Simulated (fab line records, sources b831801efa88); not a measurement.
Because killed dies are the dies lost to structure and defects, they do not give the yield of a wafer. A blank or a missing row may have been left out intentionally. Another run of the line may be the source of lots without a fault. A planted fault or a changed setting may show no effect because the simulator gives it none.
fab line records || flow sky130
[record] {"lots": 6, "wafers": 18, "last-day": 50}
route steps=708 shown SONOS_ONO@186 GATE_OXIDE@187 PAD_OPEN@708
lots with no fault: from the same line, run without faults
start-h: start of the lot's first displayed wafer, in hours after the record's first day || wait-h: hours from the lot's prior step to this one || " unchanged from the row above || L1.1+2: a row that stands for several wafers || - value missing, or start not given || * or withheld: withheld || < > ~ a bound
route shown NAME@n: NAME is a module with steps in the file, n the number in the route of the first one || usual: mean/standard deviation taken from wafers without a fault || same: alike in all rows || chamber/n: place in a boat || sites: each site's reading || _std_site: standard deviation of those values || _edge_site: mean of outer sites minus mean of inner sites || radius-mm: for every site, how far away it sits from the centre of the wafer || mask NAME#n: copy n || behind: the most recent tool/chamber to have shaped the wafer || hold: reason for holding the lot/hours on hold/outcome of the hold || device: transistor that didn't switch, given as n, p or np || end of line: the tests these same wafers got at the end of their route || where a step has no rows: the recipe by itself || killed: at the first sort, the dies lost to defects and structure; wafer yield is something else || map: shows each die of a wafer: x if killed, . if not, _ if none is there
set.NAME: the setting the step ran with; set.NAME@STEP: the setting that earlier step ran with || model.NAME: the simulator's own value behind a step, which no gauge read
lots at selected steps of the route; one table per step, one row per wafer
services: the hour from which a tool's chamber was out of use, counted from the record's first day as start-h (under 0 if before that day), plus the number of hours and why
[[steps]]
[step SKY_SONOS_ONO_WET_ETCH_18]
[recipe] {"chemistry": "H3PO4", "target-depth-nm": 15, "target": "Si3N4", "temp-c": 160, "time-s": 172}
[step SKY_GATE_OXIDE_CLEAN_00]
[recipe] {"chemistry": "SC1/SC2", "mix": "1:4:20", "temp-c": 70, "time-s": 150, "dry": "n2-spin"}
[step SKY_GATE_OXIDE_OXIDATION_01]
[recipe] {"temp-c": 900, "ambient": "O2", "stabilise-s": 600, "purge-s": 300, "target-thk-a": 102.68, "ox-time-s": 1473}
[step SKY_GATE_OXIDE_THK_MEAS_02]
[recipe] {"reads": "SiO2_of_GATE_OXIDE_OXIDATION_01"}
[usual] {"GATE_OXIDE_OXIDATION_00_THK": "10.19/0.2"}
{"lot.wafer": "L146.1", "tool": "film-metro-02", "chamber": "-", "start-h": 279.13, "wait-h": 0.0, "GATE_OXIDE_OXIDATION_00_THK[nm]": 10.16}
{"lot.wafer": "L146.3", "tool": "film-metro-02", "chamber": "-", "start-h": 279.13, "wait-h": 0.0, "GATE_OXIDE_OXIDATION_00_THK[nm]": 10.08}
{"lot.wafer": "L146.6", "tool": "film-metro-02", "chamber": "-", "start-h": 279.13, "wait-h": 0.0, "GATE_OXIDE_OXIDATION_00_THK[nm]": 9.89}
{"lot.wafer": "L148.2", "tool": "film-metro-01", "chamber": "-", "start-h": 294.74, "wait-h": 0.0, "GATE_OXIDE_OXIDATION_00_THK[nm]": 10.18}
{"lot.wafer": "L148.3", "tool": "film-metro-01", "chamber": "-", "start-h": 294.74, "wait-h": 0.0, "GATE_OXIDE_OXIDATION_00_THK[nm]": 10.08}
{"lot.wafer": "L148.4", "tool": "film-metro-01", "chamber": "-", "start-h": 294.74, "wait-h": 0.0, "GATE_OXIDE_OXIDATION_00_THK[nm]": 9.93}
{"lot.wafer": "L157.1", "tool": "film-metro-02", "chamber": "-", "start-h": 390.96, "wait-h": 0.0, "GATE_OXIDE_OXIDATION_00_THK[nm]": 10.02}
{"lot.wafer": "L157.4", "tool": "film-metro-02", "chamber": "-", "start-h": 390.96, "wait-h": 0.0, "GATE_OXIDE_OXIDATION_00_THK[nm]": 10.32}
{"lot.wafer": "L157.5", "tool": "film-metro-02", "chamber": "-", "start-h": 390.96, "wait-h": 0.0, "GATE_OXIDE_OXIDATION_00_THK[nm]": 10.08}
{"lot.wafer": "L158.2", "tool": "film-metro-04", "chamber": "-", "start-h": 390.97, "wait-h": 0.0, "GATE_OXIDE_OXIDATION_00_THK[nm]": 10.04}
{"lot.wafer": "L158.4", "tool": "film-metro-04", "chamber": "-", "start-h": 390.97, "wait-h": 0.0, "GATE_OXIDE_OXIDATION_00_THK[nm]": 10.09}
{"lot.wafer": "L158.6", "tool": "film-metro-04", "chamber": "-", "start-h": 390.97, "wait-h": 0.0, "GATE_OXIDE_OXIDATION_00_THK[nm]": 9.91}
{"lot.wafer": "L163.1", "tool": "film-metro-04", "chamber": "-", "start-h": 427.84, "wait-h": 0.0, "GATE_OXIDE_OXIDATION_00_THK[nm]": 10.33}
{"lot.wafer": "L163.3", "tool": "film-metro-04", "chamber": "-", "start-h": 427.84, "wait-h": 0.0, "GATE_OXIDE_OXIDATION_00_THK[nm]": 10.19}
{"lot.wafer": "L163.6", "tool": "film-metro-04", "chamber": "-", "start-h": 427.84, "wait-h": 0.0, "GATE_OXIDE_OXIDATION_00_THK[nm]": 10.13}
{"lot.wafer": "L167.4", "tool": "film-metro-01", "chamber": "-", "start-h": 461.62, "wait-h": 0.0, "GATE_OXIDE_OXIDATION_00_THK[nm]": 10.34}
{"lot.wafer": "L167.5", "tool": "film-metro-01", "chamber": "-", "start-h": 461.62, "wait-h": 0.0, "GATE_OXIDE_OXIDATION_00_THK[nm]": 10.14}
{"lot.wafer": "L167.6", "tool": "film-metro-01", "chamber": "-", "start-h": 461.62, "wait-h": 0.0, "GATE_OXIDE_OXIDATION_00_THK[nm]": 10.35}
[step SKY_GATE_OXIDE_DEHYDRATE_03]
[recipe] {"temp-c": 200, "time-s": 60}
[step SKY_GATE_OXIDE_HMDS_04]
[recipe] {"prime-time-s": 60, "prime-temp-c": 120}
[step SKY_GATE_OXIDE_COAT_05]
[recipe] {"resist": "NOVOLAK", "spin-rpm": 3000, "resist-thk-nm": 1140}
[step SKY_GATE_OXIDE_SOFTBAKE_06]
[recipe] {"temp-c": 90, "time-s": 60, "resist": "NOVOLAK"}
[step SKY_GATE_OXIDE_EXPOSE_07]
[recipe] {"mask-id": "LVOM", "na": 0.6, "source-shape": "conventional", "sigma-outer": 0.6, "polarization": "unpolarized", "target-cd-nm": 600, "dose-mj": 170}
[step SKY_GATE_OXIDE_PEB_08]
[recipe] {"temp-c": "withheld", "time-s": "*", "resist": "NOVOLAK"}
[step SKY_GATE_OXIDE_DEVELOP_09]
[recipe] {"resist": "NOVOLAK", "developer": "TMAH", "develop-time-s": 60, "dev-temp-c": 23}
[step SKY_GATE_OXIDE_OVL_MEAS_10]
[usual] {"GATE_OXIDE_OVL": "-0.1/1.5"}
{"lot.wafer": "L146.1", "tool": "overlay-02", "chamber": "-", "start-h": 303.76, "wait-h": 0.1, "GATE_OXIDE_OVL[nm]": -3.3}
{"lot.wafer": "L146.3", "tool": "overlay-02", "chamber": "-", "start-h": 303.76, "wait-h": 0.1, "GATE_OXIDE_OVL[nm]": -2.1}
{"lot.wafer": "L146.6", "tool": "overlay-02", "chamber": "-", "start-h": 303.76, "wait-h": 0.1, "GATE_OXIDE_OVL[nm]": -2.3}
{"lot.wafer": "L148.2", "tool": "overlay-01", "chamber": "-", "start-h": 320.76, "wait-h": 0.1, "GATE_OXIDE_OVL[nm]": -1.7}
{"lot.wafer": "L148.3", "tool": "overlay-01", "chamber": "-", "start-h": 320.76, "wait-h": 0.1, "GATE_OXIDE_OVL[nm]": -1.2}
{"lot.wafer": "L148.4", "tool": "overlay-01", "chamber": "-", "start-h": 320.76, "wait-h": 0.1, "GATE_OXIDE_OVL[nm]": 0.4}
{"lot.wafer": "L157.1", "tool": "overlay-02", "chamber": "-", "start-h": 420.10, "wait-h": 0.1, "GATE_OXIDE_OVL[nm]": -1.0}
{"lot.wafer": "L157.4", "tool": "overlay-02", "chamber": "-", "start-h": 420.10, "wait-h": 0.1, "GATE_OXIDE_OVL[nm]": 0.0}
{"lot.wafer": "L157.5", "tool": "overlay-02", "chamber": "-", "start-h": 420.10, "wait-h": 0.1, "GATE_OXIDE_OVL[nm]": -1.2}
{"lot.wafer": "L158.2", "tool": "overlay-02", "chamber": "-", "start-h": 420.67, "wait-h": 0.1, "GATE_OXIDE_OVL[nm]": 0.4}
{"lot.wafer": "L158.4", "tool": "overlay-02", "chamber": "-", "start-h": 420.67, "wait-h": 0.1, "GATE_OXIDE_OVL[nm]": -1.5}
{"lot.wafer": "L158.6", "tool": "overlay-02", "chamber": "-", "start-h": 420.67, "wait-h": 0.1, "GATE_OXIDE_OVL[nm]": -0.3}
{"lot.wafer": "L163.1", "tool": "overlay-01", "chamber": "-", "start-h": 458.00, "wait-h": 0.1, "GATE_OXIDE_OVL[nm]": -0.7}
{"lot.wafer": "L163.3", "tool": "overlay-01", "chamber": "-", "start-h": 458.00, "wait-h": 0.1, "GATE_OXIDE_OVL[nm]": 1.1}
{"lot.wafer": "L163.6", "tool": "overlay-01", "chamber": "-", "start-h": 458.00, "wait-h": 0.1, "GATE_OXIDE_OVL[nm]": 0.7}
{"lot.wafer": "L167.4", "tool": "overlay-02", "chamber": "-", "start-h": 492.58, "wait-h": 0.1, "GATE_OXIDE_OVL[nm]": 0.8}
{"lot.wafer": "L167.5", "tool": "overlay-02", "chamber": "-", "start-h": 492.58, "wait-h": 0.1, "GATE_OXIDE_OVL[nm]": 0.9}
{"lot.wafer": "L167.6", "tool": "overlay-02", "chamber": "-", "start-h": 492.58, "wait-h": 0.1, "GATE_OXIDE_OVL[nm]": 0.7}
[step SKY_GATE_OXIDE_IMPLANT_11]
[recipe] {"species": "B", "energy-kev": 10, "dose-cm2": 2.6e+12, "tilt-deg": "withheld"}
[usual] {"dose-ions-cm2": "2.6e+12/3e+09", "faraday-current-uA": "14.69/0.3"}
{"lot.wafer": "L146.1", "tool": "implanter-03", "chamber": 0, "start-h": 303.80, "wait-h": 0.0, "dose-ions-cm2": 2.601e+12, "faraday-current-uA": 15.10}
{"lot.wafer": "L146.3", "tool": "implanter-03", "chamber": 0, "start-h": 303.80, "wait-h": 0.0, "dose-ions-cm2": 2.596e+12, "faraday-current-uA": 14.93}
{"lot.wafer": "L146.6", "tool": "implanter-03", "chamber": 0, "start-h": 303.80, "wait-h": 0.0, "dose-ions-cm2": 2.598e+12, "faraday-current-uA": 14.95}
{"lot.wafer": "L148.2", "tool": "implanter-02", "chamber": 0, "start-h": 320.81, "wait-h": 0.0, "dose-ions-cm2": 2.603e+12, "faraday-current-uA": 15.17}
{"lot.wafer": "L148.3", "tool": "implanter-02", "chamber": 0, "start-h": 320.81, "wait-h": 0.0, "dose-ions-cm2": 2.6e+12, "faraday-current-uA": 14.97}
{"lot.wafer": "L148.4", "tool": "implanter-02", "chamber": 0, "start-h": 320.81, "wait-h": 0.0, "dose-ions-cm2": 2.603e+12, "faraday-current-uA": 14.63}
{"lot.wafer": "L157.1", "tool": "implanter-03", "chamber": 0, "start-h": 420.14, "wait-h": 0.0, "dose-ions-cm2": 3.706e+12, "faraday-current-uA": 21.34}
{"lot.wafer": "L157.4", "tool": "implanter-03", "chamber": 0, "start-h": 420.14, "wait-h": 0.0, "dose-ions-cm2": 3.705e+12, "faraday-current-uA": 21.85}
{"lot.wafer": "L157.5", "tool": "implanter-03", "chamber": 0, "start-h": 420.14, "wait-h": 0.0, "dose-ions-cm2": 3.706e+12, "faraday-current-uA": 20.60}
{"lot.wafer": "L158.2", "tool": "implanter-03", "chamber": 0, "start-h": 420.72, "wait-h": 0.0, "dose-ions-cm2": 3.709e+12, "faraday-current-uA": 20.21}
{"lot.wafer": "L158.4", "tool": "implanter-03", "chamber": 0, "start-h": 420.72, "wait-h": 0.0, "dose-ions-cm2": 3.709e+12, "faraday-current-uA": 20.99}
{"lot.wafer": "L158.6", "tool": "implanter-03", "chamber": 0, "start-h": 420.72, "wait-h": 0.0, "dose-ions-cm2": 3.709e+12, "faraday-current-uA": 21.33}
{"lot.wafer": "L163.1", "tool": "implanter-01", "chamber": 0, "start-h": 458.04, "wait-h": 0.0, "dose-ions-cm2": 2.599e+12, "faraday-current-uA": 14.87}
{"lot.wafer": "L163.3", "tool": "implanter-01", "chamber": 0, "start-h": 458.04, "wait-h": 0.0, "dose-ions-cm2": 2.608e+12, "faraday-current-uA": 14.35}
{"lot.wafer": "L163.6", "tool": "implanter-01", "chamber": 0, "start-h": 458.04, "wait-h": 0.0, "dose-ions-cm2": 2.602e+12, "faraday-current-uA": 14.52}
{"lot.wafer": "L167.4", "tool": "implanter-02", "chamber": 0, "start-h": 492.67, "wait-h": 0.1, "dose-ions-cm2": 2.595e+12, "faraday-current-uA": 14.76}
{"lot.wafer": "L167.5", "tool": "implanter-02", "chamber": 0, "start-h": 492.67, "wait-h": 0.1, "dose-ions-cm2": 2.594e+12, "faraday-current-uA": 15.35}
{"lot.wafer": "L167.6", "tool": "implanter-02", "chamber": 0, "start-h": 492.67, "wait-h": 0.1, "dose-ions-cm2": 2.589e+12, "faraday-current-uA": 14.55}
[step SKY_GATE_OXIDE_WET_ETCH_12]
[recipe] {"chemistry": "dHF", "target-depth-nm": 16.8, "dry": "n2-spin", "target": "SiO2", "dilution": "100:1", "temp-c": 25, "time-s": 336}
[step SKY_GATE_OXIDE_STRIP_13]
[recipe] {"chemistry": "O2/N2", "power-w": 1400, "pressure-mtorr": 1500, "platen-temp-c": "withheld", "o2-flow-sccm": 3000, "n2-flow-sccm": 300, "overash-fraction": 0.5}
[usual] {"drypump-motor-current-A": "5.8/0.51", "oes-product-au": "0.715/0.0049", "strip-time-to-endpoint-s": "14.19/0.035"}
{"lot.wafer": "L146.1", "tool": "plasma-asher-01", "chamber": 0, "start-h": 304.05, "wait-h": 0.0, "drypump-motor-current-A": 5.8, "oes-product-au": 0.717, "rf-hours-counter-h": 18, "strip-time-to-endpoint-s": 14.19}
{"lot.wafer": "L146.3", "tool": "plasma-asher-01", "chamber": 1, "start-h": 304.05, "wait-h": 0.0, "drypump-motor-current-A": 4.8, "oes-product-au": 0.714, "rf-hours-counter-h": "-", "strip-time-to-endpoint-s": 14.23}
{"lot.wafer": "L146.6", "tool": "plasma-asher-01", "chamber": 1, "start-h": 304.05, "wait-h": 0.0, "drypump-motor-current-A": 4.8, "oes-product-au": 0.717, "rf-hours-counter-h": "-", "strip-time-to-endpoint-s": 14.22}
{"lot.wafer": "L148.2", "tool": "plasma-asher-01", "chamber": 0, "start-h": 321.04, "wait-h": 0.0, "drypump-motor-current-A": 5.7, "oes-product-au": 0.706, "rf-hours-counter-h": 20, "strip-time-to-endpoint-s": 14.20}
{"lot.wafer": "L148.3", "tool": "plasma-asher-01", "chamber": 1, "start-h": 321.04, "wait-h": 0.0, "drypump-motor-current-A": 4.8, "oes-product-au": 0.713, "rf-hours-counter-h": "-", "strip-time-to-endpoint-s": 14.25}
{"lot.wafer": "L148.4", "tool": "plasma-asher-01", "chamber": 0, "start-h": 321.04, "wait-h": 0.0, "drypump-motor-current-A": 5.7, "oes-product-au": 0.727, "rf-hours-counter-h": "-", "strip-time-to-endpoint-s": 14.21}
{"lot.wafer": "L157.1", "tool": "plasma-asher-02", "chamber": 0, "start-h": 420.40, "wait-h": 0.0, "drypump-motor-current-A": 6.3, "oes-product-au": 0.713, "rf-hours-counter-h": 58, "strip-time-to-endpoint-s": 14.22}
{"lot.wafer": "L157.4", "tool": "plasma-asher-02", "chamber": 1, "start-h": 420.40, "wait-h": 0.0, "drypump-motor-current-A": 6.0, "oes-product-au": 0.721, "rf-hours-counter-h": "-", "strip-time-to-endpoint-s": 14.21}
{"lot.wafer": "L157.5", "tool": "plasma-asher-02", "chamber": 1, "start-h": 420.40, "wait-h": 0.0, "drypump-motor-current-A": 6.0, "oes-product-au": 0.713, "rf-hours-counter-h": "-", "strip-time-to-endpoint-s": 14.26}
{"lot.wafer": "L158.2", "tool": "plasma-asher-02", "chamber": 0, "start-h": 420.96, "wait-h": 0.0, "drypump-motor-current-A": 6.3, "oes-product-au": 0.714, "rf-hours-counter-h": 58, "strip-time-to-endpoint-s": 14.18}
{"lot.wafer": "L158.4", "tool": "plasma-asher-02", "chamber": 0, "start-h": 420.96, "wait-h": 0.0, "drypump-motor-current-A": 6.4, "oes-product-au": 0.725, "rf-hours-counter-h": "-", "strip-time-to-endpoint-s": 14.16}
{"lot.wafer": "L158.6", "tool": "plasma-asher-02", "chamber": 1, "start-h": 420.96, "wait-h": 0.0, "drypump-motor-current-A": 6.0, "oes-product-au": 0.720, "rf-hours-counter-h": "-", "strip-time-to-endpoint-s": 14.24}
{"lot.wafer": "L163.1", "tool": "plasma-asher-02", "chamber": 1, "start-h": 458.39, "wait-h": 0.0, "drypump-motor-current-A": 6.0, "oes-product-au": 0.714, "rf-hours-counter-h": 62, "strip-time-to-endpoint-s": 14.17}
{"lot.wafer": "L163.3", "tool": "plasma-asher-02", "chamber": 1, "start-h": 458.39, "wait-h": 0.0, "drypump-motor-current-A": 6.0, "oes-product-au": 0.713, "rf-hours-counter-h": "-", "strip-time-to-endpoint-s": 14.18}
{"lot.wafer": "L163.6", "tool": "plasma-asher-02", "chamber": 1, "start-h": 458.39, "wait-h": 0.0, "drypump-motor-current-A": 6.0, "oes-product-au": 0.722, "rf-hours-counter-h": "-", "strip-time-to-endpoint-s": 14.19}
{"lot.wafer": "L167.4", "tool": "plasma-asher-03", "chamber": 0, "start-h": 492.98, "wait-h": 0.0, "drypump-motor-current-A": 6.1, "oes-product-au": 0.712, "rf-hours-counter-h": "-", "strip-time-to-endpoint-s": 14.18}
{"lot.wafer": "L167.5", "tool": "plasma-asher-03", "chamber": 1, "start-h": 492.98, "wait-h": 0.0, "drypump-motor-current-A": 6.0, "oes-product-au": 0.714, "rf-hours-counter-h": "-", "strip-time-to-endpoint-s": 14.22}
{"lot.wafer": "L167.6", "tool": "plasma-asher-03", "chamber": 0, "start-h": 492.98, "wait-h": 0.0, "drypump-motor-current-A": 6.1, "oes-product-au": 0.722, "rf-hours-counter-h": "-", "strip-time-to-endpoint-s": 14.17}
[step SKY_GATE_OXIDE_TW_MEAS_14]
[usual] {"GATE_OXIDE_TW": "224.6/1.1"}
{"lot.wafer": "L146.1", "tool": "film-metro-02", "chamber": "-", "start-h": 304.15, "wait-h": 0.1, "GATE_OXIDE_TW": 225.7}
{"lot.wafer": "L146.3", "tool": "film-metro-02", "chamber": "-", "start-h": 304.15, "wait-h": 0.1, "GATE_OXIDE_TW": 225.4}
{"lot.wafer": "L146.6", "tool": "film-metro-02", "chamber": "-", "start-h": 304.15, "wait-h": 0.1, "GATE_OXIDE_TW": 222.6}
{"lot.wafer": "L148.2", "tool": "film-metro-02", "chamber": "-", "start-h": 321.15, "wait-h": 0.1, "GATE_OXIDE_TW": 225.6}
{"lot.wafer": "L148.3", "tool": "film-metro-02", "chamber": "-", "start-h": 321.15, "wait-h": 0.1, "GATE_OXIDE_TW": 224.7}
{"lot.wafer": "L148.4", "tool": "film-metro-02", "chamber": "-", "start-h": 321.15, "wait-h": 0.1, "GATE_OXIDE_TW": 226.1}
{"lot.wafer": "L157.1", "tool": "film-metro-01", "chamber": "-", "start-h": 420.50, "wait-h": 0.1, "GATE_OXIDE_TW": 248.7}
{"lot.wafer": "L157.4", "tool": "film-metro-01", "chamber": "-", "start-h": 420.50, "wait-h": 0.1, "GATE_OXIDE_TW": 247.6}
{"lot.wafer": "L157.5", "tool": "film-metro-01", "chamber": "-", "start-h": 420.50, "wait-h": 0.1, "GATE_OXIDE_TW": 249.2}
{"lot.wafer": "L158.2", "tool": "film-metro-04", "chamber": "-", "start-h": 421.07, "wait-h": 0.1, "GATE_OXIDE_TW": 248.4}
{"lot.wafer": "L158.4", "tool": "film-metro-04", "chamber": "-", "start-h": 421.07, "wait-h": 0.1, "GATE_OXIDE_TW": 248.4}
{"lot.wafer": "L158.6", "tool": "film-metro-04", "chamber": "-", "start-h": 421.07, "wait-h": 0.1, "GATE_OXIDE_TW": 248.7}
{"lot.wafer": "L163.1", "tool": "film-metro-02", "chamber": "-", "start-h": 458.49, "wait-h": 0.1, "GATE_OXIDE_TW": 224.6}
{"lot.wafer": "L163.3", "tool": "film-metro-02", "chamber": "-", "start-h": 458.49, "wait-h": 0.1, "GATE_OXIDE_TW": 224.2}
{"lot.wafer": "L163.6", "tool": "film-metro-02", "chamber": "-", "start-h": 458.49, "wait-h": 0.1, "GATE_OXIDE_TW": 225.5}
{"lot.wafer": "L167.4", "tool": "film-metro-02", "chamber": "-", "start-h": 493.08, "wait-h": 0.1, "GATE_OXIDE_TW": 225.1}
{"lot.wafer": "L167.5", "tool": "film-metro-02", "chamber": "-", "start-h": 493.08, "wait-h": 0.1, "GATE_OXIDE_TW": 223.8}
{"lot.wafer": "L167.6", "tool": "film-metro-02", "chamber": "-", "start-h": 493.08, "wait-h": 0.1, "GATE_OXIDE_TW": 224.3}
[step SKY_GATE_OXIDE_CLEAN_15]
[recipe] {"chemistry": "SC1/SC2", "mix": "1:4:20", "temp-c": 70, "time-s": 150, "dry": "n2-spin"}
[step SKY_PAD_OPEN_PROBE_99]
[usual] {"killed_at_M0_to_M3": "43/6.7", "killed_at_M4_up": "3.2/1.8", "killed-at-contacts": "25/5.2", "killed-at-front-end": "15/4.4", "killed-at-other": "0.2/0.4", "killed-dies": "87/9.3", "killed-open": "48/7.1", "killed-short": "39/6"}
[same] {"gross-dies": 492, "killed-at-back-side": 0}
{"lot.wafer": "L148.2", "tool": "prober-01", "chamber": "-", "start-h": 1084.18, "wait-h": 0.1, "killed_at_M0_to_M3": 48, "killed_at_M4_up": 5, "killed-at-contacts": 33, "killed-at-front-end": 11, "killed-at-other": 0, "killed-dies": 97, "killed-open": 52, "killed-short": 45}
{"lot.wafer": "L148.3", "tool": "prober-01", "chamber": "-", "start-h": 1084.23, "wait-h": 0.2, "killed_at_M0_to_M3": 51, "killed_at_M4_up": 3, "killed-at-contacts": 16, "killed-at-front-end": 17, "killed-at-other": 0, "killed-dies": 87, "killed-open": 37, "killed-short": 50}
{"lot.wafer": "L148.4", "tool": "prober-01", "chamber": "-", "start-h": 1084.28, "wait-h": 0.2, "killed_at_M0_to_M3": 39, "killed_at_M4_up": 3, "killed-at-contacts": 31, "killed-at-front-end": 11, "killed-at-other": 0, "killed-dies": 84, "killed-open": 44, "killed-short": 40}
// killed by level:class
L148.2 LI_CONTACT:geometric-particle:open=12 METAL1:geometric-particle:short=11 VIA1:geometric-particle:open=10 VIA3:geometric-particle:open=9 LOCAL_INTERCONNECT:geometric-particle:short=6 CONTACT:geometric-particle:short=6 VIA2:geometric-particle:open=5 METAL2:geometric-particle:short=5
L148.3 VIA1:geometric-particle:short=8 VIA3:geometric-particle:open=7 METAL1:geometric-particle:short=7 POLY_GATE:geometric-particle:short=6 LOCAL_INTERCONNECT:geometric-particle:short=6 VIA1:geometric-particle:open=6 CONTACT:geometric-particle:short=5 VIA3:geometric-particle:short=5
L148.4 VIA1:geometric-particle:open=10 CONTACT:geometric-particle:open=8 LI_CONTACT:geometric-particle:open=7 METAL1:geometric-particle:short=7 VIA2:geometric-particle:open=6 POLY_GATE:geometric-particle:open=5 LI_CONTACT:geometric-particle:short=5 CONTACT:geometric-particle:short=5
[[services]]
{"tool": "implanter-02", "chamber": "-", "start-h": 294.15, "hours": 15.6, "kind": "repair"}
{"tool": "implanter-01", "chamber": "-", "start-h": 300.58, "hours": 2.7, "kind": "repair"}
{"tool": "implanter-03", "chamber": "-", "start-h": 359.86, "hours": 1.0, "kind": "repair"}
{"tool": "implanter-02", "chamber": "-", "start-h": 384.00, "hours": 1.2, "kind": "repair"}
{"tool": "plasma-asher-02", "chamber": "-", "start-h": 398.54, "hours": 0.4, "kind": "repair"}
{"tool": "implanter-03", "chamber": "-", "start-h": 406.04, "hours": 3.6, "kind": "pm"}
{"tool": "implanter-01", "chamber": "-", "start-h": 419.73, "hours": 4.5, "kind": "pm"}
{"tool": "implanter-01", "chamber": "-", "start-h": 465.17, "hours": 73.9, "kind": "pm"}
{"tool": "implanter-03", "chamber": "-", "start-h": 488.34, "hours": 6.5, "kind": "pm"}
[[key]]
[first-sign] {"step": "SKY_GATE_OXIDE_IMPLANT_11", "reading": "dose-ions-cm2", "direction": "up", "sigmas": "99+", "usual": "*", "struck": "*"}
[effect] {"step": "SKY_GATE_OXIDE_IMPLANT_11", "reading": "faraday-current-uA", "direction": "up", "sigmas": 21, "usual": 14.69, "struck": 21.05}
[effect] {"step": "SKY_GATE_OXIDE_TW_MEAS_14", "reading": "GATE_OXIDE_TW", "direction": "up", "sigmas": 22, "usual": 224.6, "struck": 248.5}
met-at SKY_GATE_OXIDE_IMPLANT_11
struck-wafers L157.1,L157.4,L157.5,L158.2,L158.4,L158.6
tester-left-out L157,L158
onset-between 303.80 420.14
[fault] {"kind": "process-parameter-drift", "tool": "implanter-03", "chamber": "-", "onset-h": 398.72, "steps": "SKY_GATE_OXIDE_IMPLANT_11", "channel": "dose-cm2", "offset": "*", "shape": "step", "end-h": 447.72, "acts-in": "*", "stated": "*"}
// tester-left-out: of these lots the tester's yield and bins aren't shown, on N5 and GAA mostly nor the transistor test; their killed dies are dies lost to structure and defects alone, not to doping, threshold or leakage, so they don't give the yield
